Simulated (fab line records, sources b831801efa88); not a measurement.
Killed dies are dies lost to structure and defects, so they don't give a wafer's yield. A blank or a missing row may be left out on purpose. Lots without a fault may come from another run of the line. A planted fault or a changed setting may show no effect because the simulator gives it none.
Chamber matching | flow gf180mcu | GF_V5_CMP_26 on cmp-01: 4 sister chambers
The step polishes, stops on SiO2, t overpolish 15 s, target thk 0 nm. 8 wafers are shown with their chamber, then 7 later ones without.

WAFERS WITH THEIR CHAMBER
wafer  | chamber | motor_current_A (A) | time_to_endpoint_s (s)
L868.5 | 2       | 10.6                | 85
L870.1 | 2       | 11.1                | 83
L870.5 | 0       | 12.1                | 78
L872.1 | 3       | 9.4                 | 84
L872.4 | 1       | 12.1                | 88
L872.5 | 3       | 9.6                 | 82
L874.1 | 0       | 11.7                | 79
L874.2 | 1       | 11.4                | 89

WAFERS WITHOUT THEIR CHAMBER
wafer  | motor_current_A (A) | time_to_endpoint_s (s)
L874.4 | 9.2                 | 84
L879.3 | 11.5                | 80
L879.5 | 12.3                | 78
L879.6 | 9.6                 | 86
L880.1 | 11.3                | 88
L880.2 | 9.4                 | 84
L880.6 | 12.0                | 93

WHICH CHAMBER EACH WENT THROUGH
wafer  | from the rows above     | in truth
L874.4 | 3                       | 3
L879.3 | 0                       | 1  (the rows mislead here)
L879.5 | 0                       | 0
L879.6 | can't be placed: 3 or 2 | 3
L880.1 | 1                       | 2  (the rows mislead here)
L880.2 | 3                       | 3
L880.6 | 1                       | 1
Placed correctly: 4 of 7. Can't be placed from these rows: 1 (the true chamber is among the candidates in 1). Placed wrongly: 2.
How it was worked out, from the rows above alone: a wafer's distance from a chamber is the root of the sum, over the readings, of the square of ((its reading less the chamber's mean) divided by the reading's scatter). The wafer belongs to the nearest chamber; if the next one is less than 2 further off, it can't be placed. A chamber's mean is the mean of its shown wafers. The scatter: the root of (the sum of the squares of (reading less its chamber's mean) over the shown wafers, divided by (wafers less chambers)).
